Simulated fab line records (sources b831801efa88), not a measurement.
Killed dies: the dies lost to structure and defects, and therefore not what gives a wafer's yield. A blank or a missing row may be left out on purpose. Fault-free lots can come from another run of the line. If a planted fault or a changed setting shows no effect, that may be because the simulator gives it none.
fab line records    flow gf180mcu
record: lots: 24  wafers: 72  last-day: 34
route steps=602 shown V1@340 V2@386 V3@443 MIM@507 M5@536
lots untouched by any fault: they come from a run of this same line in which no faults occurred
start-h: the number of hours between the record's first day and the start of the first shown wafer of the lot    wait-h: hours from the lot's prior step to this one    " repeats the value in the row above    L1.1+2: one row covering several wafers at once    - no value, or no start was given    * or withheld: withheld    < > ~ a bound
route shown NAME@n: NAME is a module with steps in the file, n the number in the route of the first one    usual: mean/standard deviation taken from wafers without a fault    same: alike in all rows    chamber/n: place in a boat    sites: readings site by site    _std_site: their standard deviation    _edge_site: inner sites' mean taken away from outer sites' mean    radius-mm: how far each site lies from the wafer's centre    mask NAME#n: copy n    behind: the last tool/chamber to shape the wafer    hold: why the lot went on hold/how many hours it stayed there/how the hold came to an end    device: names the non-switching transistor (n, p or np)    end of line: tests run on the same wafers once the route is complete    a step given without rows: its recipe and nothing more    killed: at the first sort, the dies lost to defects and structure; wafer yield is something else    map: per-die view of a wafer (x killed, . not killed, _ where there is no die)
set.NAME: the setting that was run; set.NAME@STEP: the one run at that earlier step    model.NAME: the simulator's own value behind a step, which no gauge read
steps of the route over a sample of lots; a table a step, a row a wafer
services: a tool's chamber out of use, with start hour (start-h, from the record's first day; less than 0 if before it), hours out, and reason
== steps ==
step: GF_V1_BOW_MEAS_05
recipe: mode: bow
usual: V1_BOW: 80/7.2
lot.wafer  tool           chamber  start-h  wait-h  V1_BOW[um]
L074.2     film-metro-02  -        386.51   0.1     89
L074.3     "              -        "        "       77
L074.5     "              -        "        "       89
L075.2     film-metro-03  -        404.05   0.2     80
L075.3     "              -        "        "       89
L075.5     "              -        "        "       67
L076.1     film-metro-03  -        420.48   0.2     85
L076.2     "              -        "        "       91
L076.6     "              -        "        "       81
L077.1     film-metro-03  -        421.32   0.2     71
L077.2     "              -        "        "       88
L077.3     "              -        "        "       68
L078.1     film-metro-04  -        439.15   0.1     89
L078.2     "              -        "        "       84
L078.3     "              -        "        "       83
L079.2     film-metro-03  -        440.66   0.2     79
L079.3     "              -        "        "       63
L079.6     "              -        "        "       81
L080.1     film-metro-03  -        452.78   0.1     92
L080.2     "              -        "        "       79
L080.4     "              -        "        "       79
L081.1     film-metro-02  -        465.13   0.1     90
L081.5     "              -        "        "       75
L081.6     "              -        "        "       83
L082.3     film-metro-04  -        467.50   0.2     90
L082.4     "              -        "        "       75
L082.5     "              -        "        "       77
L083.1     film-metro-04  -        470.90   0.2     75
L083.3     "              -        "        "       86
L083.6     "              -        "        "       76
L084.1     film-metro-02  -        480.20   0.2     84
L084.2     "              -        "        "       69
L084.4     "              -        "        "       78
L085.2     film-metro-04  -        489.70   0.2     92
L085.5     "              -        "        "       86
L085.6     "              -        "        "       87
L086.1     film-metro-02  -        496.22   0.1     74
L086.3     "              -        "        "       75
L086.6     "              -        "        "       82
L087.3     film-metro-02  -        504.48   0.2     90
L087.4     "              -        "        "       76
L087.5     "              -        "        "       81
L088.3     film-metro-02  -        516.20   0.2     76
L088.4     "              -        "        "       74
L088.5     "              -        "        "       78
L089.1     film-metro-02  -        519.75   0.2     89
L089.2     "              -        "        "       81
L089.3     "              -        "        "       77
L090.3     film-metro-03  -        529.99   0.3     73
L090.5     "              -        "        "       80
L090.6     "              -        "        "       78
L091.2     film-metro-03  -        538.59   0.2     78
L091.3     "              -        "        "       73
L091.4     "              -        "        "       80
L092.2     film-metro-03  -        541.15   0.3     73
L092.5     "              -        "        "       73
L092.6     "              -        "        "       76
L093.2     film-metro-03  -        547.32   0.1     80
L093.3     "              -        "        "       71
L093.5     "              -        "        "       73
L094.2     film-metro-03  -        551.95   0.1     72
L094.3     "              -        "        "       93
L094.4     "              -        "        "       73
L095.2     film-metro-02  -        565.52   0.2     86
L095.4     "              -        "        "       89
L095.6     "              -        "        "       86
L096.3     film-metro-02  -        572.52   0.2     62
L096.5     "              -        "        "       70
L096.6     "              -        "        "       60
L097.1     film-metro-02  -        583.81   0.2     79
L097.2     "              -        "        "       78
L097.4     "              -        "        "       90
step: GF_V2_CMP_04
recipe: material: SiO2  down-force-psi: 4  platen-rpm: 60  pad-velocity-m-s: 0.94248
usual: motor-current-A: 12.4/0.86  time-to-endpoint-s: 85/5.9
lot.wafer  tool    chamber  start-h  wait-h  motor-current-A  time-to-endpoint-s
L074.2     cmp-02  3        437.94   0.1     12.8             82
L074.3     "       0        "        "       11.9             85
L074.5     "       3        "        "       13.4             86
L075.3     cmp-02  2        455.06   0.0     13.7             83
L075.2     "       1        "        "       12.9             79
L075.5     "       2        "        "       13.3             85
L076.2     cmp-01  0        471.44   0.0     12.3             78
L076.1     "       2        "        "       11.5             74
L076.6     "       0        "        "       12.0             82
L077.3     cmp-02  2        472.05   0.0     13.4             92
L077.2     "       3        "        "       14.0             86
L077.1     "       0        "        "       12.1             94
L078.1     cmp-01  3        490.75   0.1     11.6             79
L078.2     "       0        "        "       12.0             85
L078.3     "       1        "        "       13.2             86
L079.3     cmp-01  0        492.64   0.0     12.3             83
L079.2     "       2        "        "       11.8             86
L079.6     "       1        "        "       12.7             94
L080.4     cmp-02  2        502.26   0.0     13.5             88
L080.2     "       3        "        "       13.7             87
L080.1     "       0        "        "       12.1             84
L081.1     cmp-02  0        515.06   0.1     11.7             84
L081.6     "       2        "        "       13.5             90
L081.5     "       3        "        "       13.6             92
L082.4     cmp-01  0        517.47   0.2     11.8             85
L082.3     "       1        "        "       12.6             85
L082.5     "       0        "        "       12.2             92
L083.3     cmp-01  2        521.30   0.0     11.8             76
L083.1     "       3        "        "       12.4             80
L083.6     "       3        "        "       11.1             84
L084.1     cmp-01  2        528.73   0.1     11.6             77
L084.4     "       3        "        "       12.0             84
L084.2     "       0        "        "       11.6             79
L085.2     cmp-01  0        538.84   0.1     12.0             85
L085.5     "       2        "        "       12.0             83
L085.6     "       3        "        "       11.9             87
L086.3     cmp-02  0        545.09   0.1     12.3             79
L086.1     "       1        "        "       13.4             94
L086.6     "       0        "        "       11.9             87
L087.3     cmp-01  0        552.29   0.1     12.1             84
L087.4     "       1        "        "       12.3             91
L087.5     "       2        "        "       11.2             83
L088.4     cmp-01  3        563.58   0.0     11.9             87
L088.3     "       2        "        "       11.0             85
L088.5     "       3        "        "       10.8             91
L089.2     cmp-02  0        567.61   0.0     12.0             87
L089.3     "       2        "        "       13.9             74
L089.1     "       3        "        "       12.9             73
L090.3     cmp-01  1        576.71   0.0     12.8             82
L090.6     "       1        "        "       12.9             98
L090.5     "       2        "        "       11.0             86
L091.4     cmp-01  3        585.45   0.0     11.8             81
L091.2     "       1        "        "       12.8             81
L091.3     "       2        "        "       11.6             85
L092.2     cmp-02  3        587.48   0.1     13.5             85
L092.6     "       1        "        "       13.4             91
L092.5     "       2        "        "       13.1             92
L093.2     cmp-01  2        594.43   0.0     10.9             85
L093.3     "       1        "        "       12.0             81
L093.5     "       3        "        "       11.4             86
L094.2     cmp-02  2        597.03   0.0     13.6             85
L094.4     "       0        "        "       11.5             88
L094.3     "       1        "        "       13.3             77
L095.4     cmp-02  2        611.55   0.1     13.3             96
L095.2     "       3        "        "       13.8             84
L095.6     "       2        "        "       13.7             96
L096.3     cmp-01  1        618.34   0.2     12.2             75
L096.6     "       2        "        "       10.9             78
L096.5     "       3        "        "       11.5             76
L097.2     cmp-01  1        628.05   0.0     12.4             80
L097.4     "       2        "        "       11.4             85
L097.1     "       0        "        "       12.2             84
step: GF_V3_CD_MEAS_14
recipe: target-cd-nm: 260
usual: cd-nm: 260.1/1
lot.wafer  tool       chamber  start-h  wait-h  cd-nm
L074.2     cd-sem-02  -        513.38   0.1     259.4
L074.3     "          -        "        "       261.0
L074.5     "          -        "        "       259.2
L075.2     cd-sem-02  -        528.18   0.1     261.0
L075.3     "          -        "        "       260.6
L075.5     "          -        "        "       259.6
L076.1     cd-sem-02  -        544.63   0.1     259.6
L076.2     "          -        "        "       258.8
L076.6     "          -        "        "       260.0
L077.1     cd-sem-02  -        545.28   0.1     259.8
L077.2     "          -        "        "       258.0
L077.3     "          -        "        "       258.3
L078.1     cd-sem-02  -        562.28   0.1     258.1
L078.2     "          -        "        "       258.2
L078.3     "          -        "        "       258.6
L079.2     cd-sem-01  -        563.70   0.1     260.2
L079.3     "          -        "        "       260.7
L079.6     "          -        "        "       260.6
L080.1     cd-sem-02  -        572.36   0.1     260.6
L080.2     "          -        "        "       261.4
L080.4     "          -        "        "       262.3
L081.1     cd-sem-02  -        584.98   0.1     260.7
L081.5     "          -        "        "       261.3
L081.6     "          -        "        "       260.1
L082.3     cd-sem-01  -        587.87   0.1     260.2
L082.4     "          -        "        "       259.6
L082.5     "          -        "        "       260.0
L083.1     cd-sem-01  -        591.01   0.1     260.8
L083.3     "          -        "        "       259.9
L083.6     "          -        "        "       258.8
L084.1     cd-sem-01  -        596.96   0.1     260.3
L084.2     "          -        "        "       259.6
L084.4     "          -        "        "       259.7
L085.2     cd-sem-02  -        607.13   0.1     261.6
L085.5     "          -        "        "       260.4
L085.6     "          -        "        "       260.3
L086.1     cd-sem-01  -        613.93   0.1     260.8
L086.3     "          -        "        "       262.0
L086.6     "          -        "        "       260.8
L087.3     cd-sem-01  -        619.87   0.1     259.6
L087.4     "          -        "        "       258.8
L087.5     "          -        "        "       260.6
L088.3     cd-sem-01  -        630.35   0.1     261.1
L088.4     "          -        "        "       259.7
L088.5     "          -        "        "       259.9
L089.1     cd-sem-02  -        633.98   0.1     260.1
L089.2     "          -        "        "       259.8
L089.3     "          -        "        "       260.1
L090.3     cd-sem-02  -        642.35   0.1     260.9
L090.5     "          -        "        "       259.6
L090.6     "          -        "        "       260.3
L091.2     cd-sem-01  -        650.25   0.1     260.1
L091.3     "          -        "        "       261.1
L091.4     "          -        "        "       261.2
L092.2     cd-sem-01  -        652.20   0.1     261.9
L092.5     "          -        "        "       260.8
L092.6     "          -        "        "       260.7
L093.2     cd-sem-01  -        658.73   0.1     259.9
L093.3     "          -        "        "       261.7
L093.5     "          -        "        "       261.2
L094.2     cd-sem-01  -        660.05   0.1     260.5
L094.3     "          -        "        "       261.5
L094.4     "          -        "        "       259.9
L095.2     cd-sem-02  -        675.40   0.1     259.1
L095.4     "          -        "        "       260.0
L095.6     "          -        "        "       258.9
L096.3     cd-sem-02  -        680.55   0.1     259.1
L096.5     "          -        "        "       259.8
L096.6     "          -        "        "       260.2
L097.1     cd-sem-01  -        689.18   0.1     260.8
L097.2     "          -        "        "       259.9
L097.4     "          -        "        "       260.1
step: GF_V3_CVD_23
recipe: material: W  target-thk-nm: 350  time-s: 104.9  temp-c: 400  pressure-torr: 40
usual: heater-power-outer-w: 571/66  heater-power-w: 931/110
same: time-s: 104.9
lot.wafer  tool      chamber  start-h  wait-h  heater-power-outer-w  heater-power-w
L074.2     cvd-w-02  0        514.68   0.0     480                   865
L074.3     "         1        "        "       596                   941
L074.5     "         1        "        "       611                   972
L075.2     cvd-w-01  1        529.08   0.0     502                   796
L075.3     "         0        "        "       635                   1069
L075.5     "         0        "        "       622                   1041
L076.1     cvd-w-02  0        545.64   0.0     477                   852
L076.2     "         1        "        "       627                   947
L076.6     "         0        "        "       480                   825
L077.1     cvd-w-01  0        546.20   0.0     634                   1035
L077.2     "         1        "        "       507                   786
L077.3     "         0        "        "       635                   1065
L078.1     cvd-w-01  0        563.19   0.0     650                   1042
L078.2     "         1        "        "       509                   790
L078.3     "         1        "        "       493                   787
L079.2     cvd-w-01  0        564.60   0.0     620                   1075
L079.3     "         0        "        "       655                   1064
L079.6     "         1        "        "       501                   794
L080.1     cvd-w-01  0        573.28   0.0     646                   1065
L080.2     "         1        "        "       503                   807
L080.4     "         0        "        "       633                   1044
L081.1     cvd-w-02  1        585.90   0.0     604                   956
L081.5     "         1        "        "       627                   954
L081.6     "         1        "        "       594                   956
L082.3     cvd-w-02  1        588.83   0.1     621                   946
L082.4     "         1        "        "       621                   972
L082.5     "         1        "        "       617                   975
L083.1     cvd-w-01  0        591.96   0.0     650                   1041
L083.3     "         1        "        "       495                   802
L083.6     "         1        "        "       503                   791
L084.1     cvd-w-02  1        597.91   0.0     591                   948
L084.2     "         0        "        "       486                   843
L084.4     "         0        "        "       495                   844
L085.2     cvd-w-01  0        608.06   0.0     639                   1070
L085.5     "         1        "        "       489                   816
L085.6     "         0        "        "       629                   1049
L086.1     cvd-w-01  1        614.86   0.0     513                   795
L086.3     "         0        "        "       638                   1068
L086.6     "         0        "        "       619                   1078
L087.3     cvd-w-01  0        620.79   0.1     633                   1087
L087.4     "         1        "        "       507                   796
L087.5     "         0        "        "       641                   1061
L088.3     cvd-w-01  1        631.39   0.1     510                   762
L088.4     "         0        "        "       631                   1087
L088.5     "         0        "        "       636                   1075
L089.1     cvd-w-01  0        635.41   0.0     631                   1088
L089.2     "         1        "        "       516                   812
L089.3     "         1        "        "       507                   807
L090.3     cvd-w-01  0        643.36   0.1     638                   1061
L090.5     "         1        "        "       496                   796
L090.6     "         0        "        "       628                   1094
L091.2     cvd-w-01  0        651.22   0.0     638                   1089
L091.3     "         1        "        "       499                   798
L091.4     "         0        "        "       636                   1055
L092.2     cvd-w-01  0        653.09   0.0     630                   1045
L092.5     "         0        "        "       642                   1067
L092.6     "         1        "        "       517                   795
L093.2     cvd-w-02  0        659.68   0.0     479                   852
L093.3     "         0        "        "       479                   842
L093.5     "         0        "        "       472                   846
L094.2     cvd-w-01  0        660.98   0.0     652                   1036
L094.3     "         0        "        "       642                   1065
L094.4     "         1        "        "       492                   777
L095.2     cvd-w-01  0        676.37   0.1     646                   1068
L095.4     "         0        "        "       632                   1085
L095.6     "         0        "        "       622                   1080
L096.3     cvd-w-02  0        681.50   0.1     502                   839
L096.5     "         0        "        "       487                   859
L096.6     "         1        "        "       624                   962
L097.1     cvd-w-02  0        690.09   0.0     485                   855
L097.2     "         1        "        "       617                   939
L097.4     "         0        "        "       494                   870
step: GF_MIM_SPUTTER_04
recipe: material: TiN  target-thk-nm: 50  power-w: 6500  time-s: 41.7  chamber-pressure-pa: 0.4145
usual: throttle-valve-pct: 30.1/1
same: time-s: 41.7
lot.wafer  tool            chamber  start-h  wait-h  throttle-valve-pct
L074.2     pvd-sputter-03  -        563.65   0.0     33.0
L074.3     "               -        "        "       29.3
L074.5     "               -        "        "       29.2
L075.2     pvd-sputter-04  -        577.49   0.0     30.2
L075.3     "               -        "        "       29.7
L075.5     "               -        "        "       30.9
L076.1     pvd-sputter-03  -        593.65   0.0     30.1
L076.2     "               -        "        "       33.0
L076.6     "               -        "        "       29.1
L077.1     pvd-sputter-04  -        594.13   0.0     30.9
L077.2     "               -        "        "       29.7
L077.3     "               -        "        "       30.7
L078.1     pvd-sputter-01  -        610.35   0.0     28.8
L078.2     "               -        "        "       29.0
L078.3     "               -        "        "       30.0
L079.2     pvd-sputter-01  -        611.75   0.0     30.5
L079.3     "               -        "        "       28.7
L079.6     "               -        "        "       28.6
L080.1     pvd-sputter-01  -        618.87   0.0     30.5
L080.2     "               -        "        "       28.9
L080.4     "               -        "        "       28.9
L081.1     pvd-sputter-01  -        631.40   0.0     30.4
L081.5     "               -        "        "       28.4
L081.6     "               -        "        "       30.3
L082.3     pvd-sputter-04  -        635.05   0.0     29.5
L082.4     "               -        "        "       29.7
L082.5     "               -        "        "       30.9
L083.1     pvd-sputter-04  -        636.95   0.0     29.6
L083.3     "               -        "        "       30.5
L083.6     "               -        "        "       31.1
L084.1     pvd-sputter-03  -        642.15   0.0     33.0
L084.2     "               -        "        "       30.1
L084.4     "               -        "        "       29.2
L085.2     pvd-sputter-03  -        652.33   0.0     30.1
L085.5     "               -        "        "       32.9
L085.6     "               -        "        "       29.3
L086.1     pvd-sputter-04  -        658.26   0.0     29.7
L086.3     "               -        "        "       31.0
L086.6     "               -        "        "       30.3
L087.3     pvd-sputter-01  -        663.49   0.0     30.4
L087.4     "               -        "        "       29.9
L087.5     "               -        "        "       28.6
L088.3     pvd-sputter-01  -        674.87   0.0     29.3
L088.4     "               -        "        "       28.8
L088.5     "               -        "        "       28.6
L089.1     pvd-sputter-04  -        678.22   0.0     29.7
L089.2     "               -        "        "       30.4
L089.3     "               -        "        "       31.0
L090.3     pvd-sputter-01  -        686.30   0.0     28.8
L090.5     "               -        "        "       28.7
L090.6     "               -        "        "       29.9
L091.2     pvd-sputter-04  -        695.11   0.0     30.4
L091.3     "               -        "        "       30.8
L091.4     "               -        "        "       29.5
L092.2     pvd-sputter-04  -        696.07   0.0     30.8
L092.5     "               -        "        "       30.9
L092.6     "               -        "        "       29.3
L094.2     pvd-sputter-04  -        703.07   0.0     30.8
L094.3     "               -        "        "       29.5
L094.4     "               -        "        "       30.2
L093.2     pvd-sputter-01  -        703.72   0.0     28.8
L093.3     "               -        "        "       30.5
L093.5     "               -        "        "       28.8
L095.2     pvd-sputter-01  -        717.72   0.0     29.9
L095.4     "               -        "        "       28.3
L095.6     "               -        "        "       29.0
L096.3     pvd-sputter-04  -        722.95   0.0     31.2
L096.5     "               -        "        "       30.5
L096.6     "               -        "        "       31.1
L097.1     pvd-sputter-03  -        731.23   0.0     29.2
L097.2     "               -        "        "       33.0
L097.4     "               -        "        "       29.8
step: GF_M5_METAL_ETCH_10
recipe: chemistry: Cl2/BCl3  mask-material: KrF  target-depth-nm: 627.5  stop-on: SiO2  pressure-mtorr: 8  icp-w: 800  bias-w: 140  Cl2_flow_sccm: 80  bcl3-flow-sccm: 40  time-s: 104.6
usual: bias-w: 139.9/0.43  drypump-motor-current-A: 5.7/0.59  oes-product-au: 0.971/0.0072  throttle-valve-pct: 28.251/0.0098
same: time-s: 104.6
lot.wafer  tool          chamber  start-h  wait-h  bias-w  drypump-motor-current-A  oes-product-au  rf-hours-counter-h  throttle-valve-pct
L074.2     rie-metal-03  1        606.51   0.0     139.2   6.2                      0.970           3                   28.244
L074.3     "             1        "        "       138.7   6.2                      0.969           -                   28.251
L074.5     "             1        "        "       139.5   6.2                      0.982           -                   28.243
L075.2     rie-metal-02  0        620.14   0.0     140.0   5.1                      0.960           1                   28.270
L075.3     "             0        "        "       140.2   5.1                      0.973           -                   28.252
L075.5     "             0        "        "       140.5   5.1                      0.967           -                   28.247
L076.1     rie-metal-04  1        634.51   0.0     140.0   6.3                      0.978           11                  28.231
L076.2     "             1        "        "       140.3   6.3                      0.974           -                   28.241
L076.6     "             1        "        "       140.1   6.4                      0.982           -                   28.242
L077.1     rie-metal-04  1        635.89   0.0     140.1   6.3                      0.963           12                  28.257
L077.2     "             1        "        "       139.9   6.3                      0.957           -                   28.239
L077.3     "             1        "        "       140.0   6.3                      0.964           -                   28.262
L078.1     rie-metal-03  1        651.16   0.0     139.5   6.2                      0.984           4                   28.239
L078.2     "             0        "        "       140.1   6.2                      0.983           6                   28.253
L078.3     "             1        "        "       139.4   6.2                      0.973           -                   28.253
L079.2     rie-metal-02  1        653.06   0.0     140.1   5.0                      0.967           3                   28.256
L079.3     "             1        "        "       139.4   5.0                      0.968           -                   28.252
L079.6     "             1        "        "       140.0   5.0                      0.971           -                   28.255
L080.1     rie-metal-04  1        658.90   0.0     139.3   6.4                      0.962           13                  28.240
L080.2     "             0        "        "       140.0   5.4                      0.960           0                   28.249
L080.4     "             1        "        "       140.0   6.4                      0.966           -                   28.246
L081.1     rie-metal-04  0        671.59   0.0     139.9   5.4                      0.979           1                   28.230
L081.5     "             1        "        "       139.4   6.3                      0.976           -                   28.248
L081.6     "             0        "        "       139.2   5.4                      0.977           -                   28.244
L082.3     rie-metal-02  1        675.24   0.0     139.7   5.0                      0.970           -                   28.247
L082.4     "             0        "        "       140.3   5.1                      0.969           -                   28.259
L082.5     "             1        "        "       139.8   5.0                      0.973           -                   28.261
L083.1     rie-metal-04  0        676.56   0.0     140.4   5.4                      0.968           1                   28.258
L083.3     "             0        "        "       139.6   5.4                      0.968           -                   28.249
L083.6     "             0        "        "       139.5   5.4                      0.963           -                   28.244
L084.1     rie-metal-02  1        681.06   0.0     139.5   5.1                      0.966           4                   28.263
L084.2     "             0        "        "       139.5   5.1                      0.970           3                   28.247
L084.4     "             1        "        "       140.2   5.1                      0.976           -                   28.244
L085.2     rie-metal-03  1        691.86   0.0     139.9   6.2                      0.980           6                   28.257
L085.5     "             0        "        "       139.7   6.2                      0.977           -                   28.261
L085.6     "             1        "        "       139.4   6.2                      0.976           -                   28.255
L086.1     rie-metal-02  1        697.41   0.0     139.6   5.0                      0.972           5                   28.254
L086.3     "             1        "        "       140.1   5.0                      0.968           -                   28.243
L086.6     "             0        "        "       140.4   5.1                      0.968           -                   28.252
L087.3     rie-metal-03  0        702.70   0.0     139.5   6.2                      0.970           -                   28.252
L087.4     "             1        "        "       140.5   6.2                      0.972           -                   28.260
L087.5     "             0        "        "       139.5   6.2                      0.966           -                   28.268
L088.3     rie-metal-03  0        713.29   0.0     140.3   6.2                      0.968           -                   28.259
L088.4     "             1        "        "       140.0   6.2                      0.955           -                   28.253
L088.5     "             0        "        "       139.9   6.2                      0.964           -                   28.231
L089.1     rie-metal-02  1        715.85   0.0     140.2   5.0                      0.965           5                   28.241
L089.2     "             0        "        "       139.9   5.1                      0.959           4                   28.246
L089.3     "             1        "        "       140.0   5.0                      0.968           -                   28.251
L090.3     rie-metal-02  1        724.14   0.0     140.1   5.0                      0.981           -                   28.258
L090.5     "             0        "        "       140.1   5.1                      0.973           -                   28.235
L090.6     "             1        "        "       140.3   5.0                      0.958           -                   28.257
L091.2     rie-metal-02  0        731.84   0.0     139.8   5.1                      0.971           5                   28.248
L091.3     "             1        "        "       139.4   5.1                      0.977           -                   28.257
L091.4     "             0        "        "       139.9   5.1                      0.978           -                   28.228
L092.2     rie-metal-03  0        733.09   0.0     140.0   6.2                      0.967           10                  28.259
L092.5     "             0        "        "       139.4   6.2                      0.961           -                   28.253
L092.6     "             1        "        "       139.8   6.2                      0.971           -                   28.229
L094.2     rie-metal-04  0        739.66   0.0     139.7   5.4                      0.969           3                   28.252
L094.3     "             0        "        "       140.1   5.4                      0.961           -                   28.244
L094.4     "             1        "        "       140.5   6.4                      0.964           -                   28.255
L093.2     rie-metal-02  0        740.04   0.0     139.6   5.1                      0.977           6                   28.249
L093.3     "             0        "        "       140.3   5.1                      0.964           -                   28.254
L093.5     "             1        "        "       140.3   5.0                      0.975           -                   28.242
L095.2     rie-metal-02  0        752.86   0.0     140.2   5.1                      0.971           6                   28.247
L095.4     "             0        "        "       140.2   5.1                      0.971           -                   28.261
L095.6     "             1        "        "       139.0   5.0                      0.970           -                   28.241
L096.3     rie-metal-03  0        758.24   0.0     139.6   6.2                      0.981           -                   28.240
L096.5     "             0        "        "       139.4   6.3                      0.972           -                   28.241
L096.6     "             1        "        "       139.5   6.2                      0.973           -                   28.246
L097.1     rie-metal-03  1        765.76   0.0     140.5   6.2                      0.975           9                   28.251
L097.2     "             0        "        "       139.7   6.2                      0.972           11                  28.256
L097.4     "             1        "        "       140.3   6.2                      0.973           -                   28.249
== services ==
tool            chamber  start-h  hours  kind
cmp-01          -        424.46   5.7    pm
cmp-02          -        498.83   1.2    repair
cmp-02          -        500.10   0.4    repair
rie-metal-03    -        515.55   2.8    pm
cvd-w-02        -        523.30   4.3    pm
cvd-w-02        -        533.27   0.9    repair
cmp-02          -        545.42   0.8    repair
cmp-02          -        575.96   4.0    pm
cmp-02          -        591.54   3.5    pm
rie-metal-02    -        613.11   0.6    repair
cvd-w-01        -        613.39   1.4    repair
rie-metal-02    1        627.19   2.5    repair
cmp-02          -        634.11   0.3    repair
pvd-sputter-01  -        651.30   9.6    repair
cmp-01          -        668.69   0.5    repair
rie-metal-02    -        671.26   2.8    pm
cvd-w-01        1        672.72   5.4    repair
cmp-01          -        684.07   1.4    repair
cmp-02          -        713.77   0.5    repair
cmp-01          -        744.00   4.0    pm
cmp-02          -        748.00   3.2    pm
cmp-01          -        757.41   5.9    pm
cmp-02          -        757.86   1.6    repair
rie-metal-02    -        758.55   1.0    repair
== key ==
fault none
